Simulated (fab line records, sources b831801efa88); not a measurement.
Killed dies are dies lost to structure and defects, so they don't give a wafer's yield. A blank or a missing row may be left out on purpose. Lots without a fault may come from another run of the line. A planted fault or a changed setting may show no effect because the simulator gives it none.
Chamber matching | flow sky130 | SKY_FIELD_ISO_ETCH_17 on rie_si-01: 4 sister chambers
The step etches Si in HBr/Cl2/O2, target depth 342 nm, time 97.7 s. 8 wafers are shown with their chamber, then 8 later ones without.

WAFERS WITH THEIR CHAMBER
wafer  | chamber | drypump_motor_current_A (A) | oes_product_au (a.u.)
L787.1 | 0       | 5.2                         | 1.011
L787.2 | 3       | 5.3                         | 1.007
L789.4 | 2       | 6.6                         | 1.008
L789.6 | 2       | 6.6                         | 1.017
L790.1 | 0       | 5.2                         | 1.023
L790.2 | 3       | 5.3                         | 0.998
L790.3 | 1       | 5.7                         | 0.993
L792.2 | 1       | 5.8                         | 0.988

WAFERS WITHOUT THEIR CHAMBER
wafer  | drypump_motor_current_A (A) | oes_product_au (a.u.)
L792.4 | 5.2                         | 1.018
L792.6 | 5.7                         | 0.996
L801.1 | 5.7                         | 1.006
L801.2 | 5.2                         | 1.025
L801.4 | 6.6                         | 0.997
L802.1 | 5.7                         | 0.998
L802.5 | 5.2                         | 1.013
L802.6 | 5.7                         | 1.006

WHICH CHAMBER EACH WENT THROUGH
wafer  | from the rows above | in truth
L792.4 | 0                   | 0
L792.6 | 1                   | 1
L801.1 | 1                   | 1
L801.2 | 0                   | 0
L801.4 | 2                   | 2
L802.1 | 1                   | 1
L802.5 | 0                   | 0
L802.6 | 1                   | 1
Placed correctly: 8 of 8. Can't be placed from these rows: 0. Placed wrongly: 0.
How it was worked out, from the rows above alone: a wafer's distance from a chamber is the root of the sum, over the readings, of the square of ((its reading less the chamber's mean) divided by the reading's scatter). The wafer belongs to the nearest chamber; if the next one is less than 2 further off, it can't be placed. A chamber's mean is the mean of its shown wafers. The scatter: the root of (the sum of the squares of (reading less its chamber's mean) over the shown wafers, divided by (wafers less chambers)).
